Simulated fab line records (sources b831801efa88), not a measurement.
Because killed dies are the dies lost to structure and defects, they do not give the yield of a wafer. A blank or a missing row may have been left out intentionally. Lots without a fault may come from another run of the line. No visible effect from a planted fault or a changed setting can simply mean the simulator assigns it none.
A single fault, viewed from 2 desks ; flow gf180mcu ; numbers are kept per desk, each desk with only its own; the story behind them comes last

== FOR THE TOOL OWNER'S DESK: rtp-anneal-02 ==
At GF_VT_IMPLANT_RTA_45 (time 30 s), the tool's own readings, given per lot that ran on this tool as the mean of the sampled wafers with a number. If a lot's mean is further than 4 standard deviations from the usual mean, the lot is out of limits and carries the mark OUT (the distance appears in the brackets).
Columns: A = chamber-o2-ppm at GF_VT_IMPLANT_RTA_45, usual 2.000; B = lamp-power-pct at GF_VT_IMPLANT_RTA_45, usual 39 %; C = run-length-s at GF_VT_IMPLANT_RTA_45, usual 59.2 s; D = wafer_temp_C_max at GF_VT_IMPLANT_RTA_45, usual 1054.8
lot;first seen here;A;B;C;D
L647;day 7 18:31;2.015;42;59.2;1052.8
L655;day 9 22:51;2.006;42;59.4;1053.2
L662;day 11 21:42;2.011;42;60.5;1052.3
Result from this desk: across the 3 lots, nothing is out of limits.

== THE METROLOGY DESK ==
Means of the sampled wafers that have a number, per lot and without regard to the tool the lot ran on: this is what the gauges read. If a lot's mean is further than 4 standard deviations from the usual mean, the lot is out of limits and carries the mark OUT (the distance appears in the brackets).
Columns: A = VT_IMPLANT_03_OVL at GF_VT_IMPLANT_OVL_MEAS_40, usual -0.2 nm; B = VT_IMPLANT_4_TW at GF_VT_IMPLANT_TW_MEAS_43, usual 696; C = MVSD_RS at GF_VT_IMPLANT_RS_MEAS_46, usual 456.9 ohm/sq
lot;first seen here;A;B;C
L647;day 7 18:07;1.2;702;457.1
L655;day 9 22:26;-1.9;699;457.6
L662;day 11 21:17;0.1;704;456.4
L665;day 13 06:49;0.5;692;456.6
L669;day 14 00:46;0.2;690;457.6
Result from this desk: across the 5 lots, nothing is out of limits.

== BROUGHT TOGETHER ==
Nothing out of limits was seen by the tool owner's desk.
From the metrology desk's view, nothing was out of limits.

== WHAT THE SIMULATOR HAD PUT IN ==
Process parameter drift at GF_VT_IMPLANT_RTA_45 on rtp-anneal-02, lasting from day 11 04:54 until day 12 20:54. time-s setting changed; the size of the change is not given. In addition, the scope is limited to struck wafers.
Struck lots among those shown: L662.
